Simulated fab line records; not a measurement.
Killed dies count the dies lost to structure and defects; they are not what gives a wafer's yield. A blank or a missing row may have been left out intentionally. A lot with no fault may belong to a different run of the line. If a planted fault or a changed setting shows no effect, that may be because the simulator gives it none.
Check for tools in common || flow sky130 || 42 wafers sampled across 12 lots

## THE REASON FOR OPENING IT
At SKY_VT_ADJUST_LVTN_TW_MEAS_21 the reading VT_ADJUST_LVTN_2_TW is flagged on 2 of 12 lots. Fault-free wafers read 188.3, with a standard deviation of 1.2.
Rule: a lot is flagged when every wafer of it that has a number lies more than 4 standard deviations from that mean, or none has a number. The other lots count as sound.

{"lot": "L414", "measured": "day 7 15:53", "on": "film metro-01", "VT_ADJUST_LVTN_2_TW, wafer by wafer": "190.1 191.2 190.9", "flag": ""}
{"lot": "L415", "measured": "day 7 23:28", "on": "film metro-03", "VT_ADJUST_LVTN_2_TW, wafer by wafer": "188.4 188.6 188.5", "flag": ""}
{"lot": "L416", "measured": "day 8 08:13", "on": "film metro-01", "VT_ADJUST_LVTN_2_TW, wafer by wafer": "190.0 189.6 190.8", "flag": ""}
{"lot": "L417", "measured": "day 8 16:55", "on": "film metro-02", "VT_ADJUST_LVTN_2_TW, wafer by wafer": "186.4 185.9 186.2", "flag": ""}
{"lot": "L418", "measured": "day 9 00:29", "on": "film metro-02", "VT_ADJUST_LVTN_2_TW, wafer by wafer": "188.7 188.0 188.5", "flag": ""}
{"lot": "L420", "measured": "day 9 10:05", "on": "film metro-01", "VT_ADJUST_LVTN_2_TW, wafer by wafer": "189.6 188.8 188.6", "flag": ""}
{"lot": "L424", "measured": "day 10 09:13", "on": "film metro-01", "VT_ADJUST_LVTN_2_TW, wafer by wafer": "188.6 189.2 188.6", "flag": ""}
{"lot": "L427", "measured": "day 11 15:49", "on": "film metro-01", "VT_ADJUST_LVTN_2_TW, wafer by wafer": "173.8 172.8 173.5 173.1 173.2 172.4", "flag": "FLAGGED"}
{"lot": "L429", "measured": "day 11 22:06", "on": "film metro-01", "VT_ADJUST_LVTN_2_TW, wafer by wafer": "172.6 172.6 173.4 173.0 173.2 173.3", "flag": "FLAGGED"}
{"lot": "L432", "measured": "day 12 21:58", "on": "film metro-02", "VT_ADJUST_LVTN_2_TW, wafer by wafer": "187.1 188.2 187.7", "flag": ""}
{"lot": "L436", "measured": "day 13 23:03", "on": "film metro-02", "VT_ADJUST_LVTN_2_TW, wafer by wafer": "187.7 188.6 188.8", "flag": ""}
{"lot": "L437", "measured": "day 14 04:15", "on": "film metro-02", "VT_ADJUST_LVTN_2_TW, wafer by wafer": "187.9 187.5 188.2", "flag": ""}
The numbers of the flagged lots are 173.1 on average: -15.2 against the usual, or -13 standard deviations.

## EACH LOT AND THE TOOL IT RAN ON
2 process steps preceding the reading are held in the record, out of 708 steps in the route. Each cell gives the tool, then ch followed by the chambers the sampled wafers passed through, then the start.
{"lot": "L414", "flag": "", "SKY_FIELD_ISO_ETCH_15": "rie diel-01 ch 2,3, day 2 05:02", "SKY_VT_ADJUST_LVTN_IMPLANT_19": "implanter-02 ch 0, day 7 15:40"}
{"lot": "L415", "flag": "", "SKY_FIELD_ISO_ETCH_15": "rie diel-02 ch 2,3, day 2 10:40", "SKY_VT_ADJUST_LVTN_IMPLANT_19": "implanter-02 ch 0, day 7 23:13"}
{"lot": "L416", "flag": "", "SKY_FIELD_ISO_ETCH_15": "rie diel-01 ch 1,3, day 2 15:50", "SKY_VT_ADJUST_LVTN_IMPLANT_19": "implanter-02 ch 0, day 8 07:58"}
{"lot": "L417", "flag": "", "SKY_FIELD_ISO_ETCH_15": "rie diel-04 ch 2,3, day 2 20:59", "SKY_VT_ADJUST_LVTN_IMPLANT_19": "implanter-01 ch 0, day 8 16:41"}
{"lot": "L418", "flag": "", "SKY_FIELD_ISO_ETCH_15": "rie diel-04 ch 1,2, day 3 04:29", "SKY_VT_ADJUST_LVTN_IMPLANT_19": "implanter-01 ch 0, day 9 00:16"}
{"lot": "L420", "flag": "", "SKY_FIELD_ISO_ETCH_15": "rie diel-02 ch 0,1,2, day 3 11:44", "SKY_VT_ADJUST_LVTN_IMPLANT_19": "implanter-01 ch 0, day 9 09:52"}
{"lot": "L424", "flag": "", "SKY_FIELD_ISO_ETCH_15": "rie diel-04 ch 0,2,3, day 4 09:16", "SKY_VT_ADJUST_LVTN_IMPLANT_19": "implanter-01 ch 0, day 10 08:59"}
{"lot": "L427", "flag": "FLAGGED", "SKY_FIELD_ISO_ETCH_15": "rie diel-01 ch 0,2,3, day 5 02:10", "SKY_VT_ADJUST_LVTN_IMPLANT_19": "implanter-01 ch 0, day 11 15:35"}
{"lot": "L429", "flag": "FLAGGED", "SKY_FIELD_ISO_ETCH_15": "rie diel-01 ch 0,3, day 5 10:13", "SKY_VT_ADJUST_LVTN_IMPLANT_19": "implanter-01 ch 0, day 11 21:51"}
{"lot": "L432", "flag": "", "SKY_FIELD_ISO_ETCH_15": "rie diel-04 ch 0,2, day 6 06:26", "SKY_VT_ADJUST_LVTN_IMPLANT_19": "implanter-02 ch 0, day 12 21:44"}
{"lot": "L436", "flag": "", "SKY_FIELD_ISO_ETCH_15": "rie diel-02 ch 0,3, day 6 23:59", "SKY_VT_ADJUST_LVTN_IMPLANT_19": "implanter-04 ch 0, day 13 22:48"}
{"lot": "L437", "flag": "", "SKY_FIELD_ISO_ETCH_15": "rie diel-01 ch 0,2,3, day 7 03:49", "SKY_VT_ADJUST_LVTN_IMPLANT_19": "implanter-02 ch 0, day 14 04:00"}
What these steps do:
- SKY_FIELD_ISO_ETCH_15: etches the open film in CHF3/O2, stops on Si, target depth 180 nm, time 72 s.
- SKY_VT_ADJUST_LVTN_IMPLANT_19
- SKY_VT_ADJUST_LVTN_TW_MEAS_21

## FLAGGED OVER TOTAL, TOOL BY TOOL (the gauges that took the reading come last)
{"step": "SKY_FIELD_ISO_ETCH_15", "tool": "rie diel-01", "lots run": 5, "flagged": 2, "share of the flagged lots": "all", "sound lots run after its first flagged lot": "1 (L437)"}
{"step": "SKY_FIELD_ISO_ETCH_15", "tool": "rie diel-02", "lots run": 3, "flagged": 0, "share of the flagged lots": "none", "sound lots run after its first flagged lot": "-"}
{"step": "SKY_FIELD_ISO_ETCH_15", "tool": "rie diel-04", "lots run": 4, "flagged": 0, "share of the flagged lots": "none", "sound lots run after its first flagged lot": "-"}
{"step": "SKY_VT_ADJUST_LVTN_IMPLANT_19", "tool": "implanter-01", "lots run": 6, "flagged": 2, "share of the flagged lots": "all", "sound lots run after its first flagged lot": 0}
{"step": "SKY_VT_ADJUST_LVTN_IMPLANT_19", "tool": "implanter-02", "lots run": 5, "flagged": 0, "share of the flagged lots": "none", "sound lots run after its first flagged lot": "-"}
{"step": "SKY_VT_ADJUST_LVTN_IMPLANT_19", "tool": "implanter-04", "lots run": 1, "flagged": 0, "share of the flagged lots": "none", "sound lots run after its first flagged lot": "-"}
{"step": "SKY_VT_ADJUST_LVTN_TW_MEAS_21", "tool": "film metro-01", "lots run": 6, "flagged": 2, "share of the flagged lots": "all", "sound lots run after its first flagged lot": 0}
{"step": "SKY_VT_ADJUST_LVTN_TW_MEAS_21", "tool": "film metro-02", "lots run": 5, "flagged": 0, "share of the flagged lots": "none", "sound lots run after its first flagged lot": "-"}
{"step": "SKY_VT_ADJUST_LVTN_TW_MEAS_21", "tool": "film metro-03", "lots run": 1, "flagged": 0, "share of the flagged lots": "none", "sound lots run after its first flagged lot": "-"}

## THE TABLE: WHAT IT ALLOWS
All flagged lots were run by 3 table rows, namely rie diel-01 at SKY_FIELD_ISO_ETCH_15, implanter-01 at SKY_VT_ADJUST_LVTN_IMPLANT_19, film metro-01 at SKY_VT_ADJUST_LVTN_TW_MEAS_21.
- rie diel-01 at SKY_FIELD_ISO_ETCH_15: 2 of its 5 lots flagged. Sound lots followed the first flagged one (L437) on it, something a lasting fault affecting the whole tool could not allow.
- implanter-01 at SKY_VT_ADJUST_LVTN_IMPLANT_19: 2 of its 6 lots flagged. It ran its last sound lot, L424, at day 10 08:59 and its first flagged lot, L427, at day 11 15:35: a fault with its onset between the two fits. Its own readings (dose ions cm2, faraday current uA) fall more than 4 standard deviations out on all wafers of the flagged lots.
- film metro-01 at SKY_VT_ADJUST_LVTN_TW_MEAS_21: 2 of its 6 lots flagged. It ran its last sound lot, L424, at day 10 09:13 and its first flagged lot, L427, at day 11 15:49: a fault with its onset between the two fits.
Counting lots can't tell these 2 tools apart, because each fits a fault that began at some hour. More lots, or a look at what each step does to the wafer, might.

## WHAT WAS PUT IN BY THE SIMULATOR
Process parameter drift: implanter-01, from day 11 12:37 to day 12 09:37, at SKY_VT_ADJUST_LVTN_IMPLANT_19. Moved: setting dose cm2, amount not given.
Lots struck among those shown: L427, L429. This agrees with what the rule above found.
